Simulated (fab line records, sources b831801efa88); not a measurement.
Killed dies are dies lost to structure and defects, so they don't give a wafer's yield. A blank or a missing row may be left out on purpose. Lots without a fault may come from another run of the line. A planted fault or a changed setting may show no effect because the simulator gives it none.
A struck lot beside a sound one | flow gf180mcu | 14 steps out of a route of 602
Sound: wafers L973.1, L973.5, L973.6. Struck: wafers L967.3, L967.4, L967.5. The cause comes at the end.
At each step with rows: each side's tool, then ch and its chambers, then its first start. Under that, the readings that differ: sound wafers | struck wafers | difference of the means | sigmas: that difference in standard deviations of wafers without a fault.
alike: readings whose means differ by less than 2 such deviations, and words and numbers that are the same on both sides. not compared: withheld readings, readings that some wafer has no value for, bounds like >300 that may hide the same value, and numbers for which the record gives no deviation and whose values overlap.
The two part at a step that has a row with sigmas, a row that says differs or no value, or rows on one side only. Numbers that don't overlap but have no deviation are shown without sigmas and don't part them. A reading that every wafer of one side lacks parts them only if that side has two wafers or more.

GF_V5_THK_MEAS_01:
  sound on film_metro-04, day 32 08:05; struck on film_metro-03, day 30 19:18
  alike: V5_CVD_00_THK
GF_V5_CVD_02: deposits SiO2 from TEOS, target thk 1450 nm, time 163.28 s.
  sound on pecvd-02 ch 0,1, day 32 08:09; struck on pecvd-02 ch 0,2, day 30 19:20
  alike: heater_power_w
GF_V5_THK_MEAS_03:
  sound on film_metro-02, day 32 08:15; struck on film_metro-02, day 30 19:28
  alike: V5_CVD_02_THK
GF_V5_CMP_04: polishes SiO2.
  sound on cmp-01 ch 0,1, day 32 08:23; struck on cmp-01 ch 0,2,3, day 30 19:37
  alike: motor_current_A, platen_rpm
GF_V5_BOW_MEAS_05:
  sound on film_metro-03, day 32 08:38; struck on film_metro-02, day 30 19:53
  alike: V5_BOW
then, 7 steps without rows for these wafers: GF_V5_DEHYDRATE_06 (time 60 s); GF_V5_HMDS_07 (prime time 60 s); GF_V5_COAT_08; GF_V5_COAT_09 (resist thk 1000 nm); GF_V5_SOFTBAKE_10 (time 60 s); GF_V5_EXPOSE_11 (exposes mask Via5, target cd 260 nm); GF_V5_PEB_12 (peb time 90 s).
GF_V5_DEVELOP_13: develop time 60 s.
  sound on litho_track-01 ch 0, day 33 00:48; struck on litho_track-04, day 31 13:26
  no value came back on the struck wafers for chill_plate_temp_C (C), develop_time_s (s); on the sound wafers chill_plate_temp_C (C) reads 22.94 23.00 22.91
  reading                             | sound             | struck         | difference | sigmas
  model.KrF_of_V5_COAT_09.thk_nm (nm) | 984.3 985.6 985.5 | 1000 1002 1004 | +17        |
GF_V5_CD_MEAS_14: target cd 260 nm.
  sound on cd_sem-01, day 33 00:57; struck on cd_sem-01, day 31 13:34
  reading    | sound             | struck | difference                    | sigmas
  cd_nm (nm) | 257.4 257.7 257.9 | - - -  | no value on the struck wafers |

WHERE THEY PART
First at GF_V5_DEVELOP_13; last, within this record, at GF_V5_CD_MEAS_14.

WHY: what the simulator had put in
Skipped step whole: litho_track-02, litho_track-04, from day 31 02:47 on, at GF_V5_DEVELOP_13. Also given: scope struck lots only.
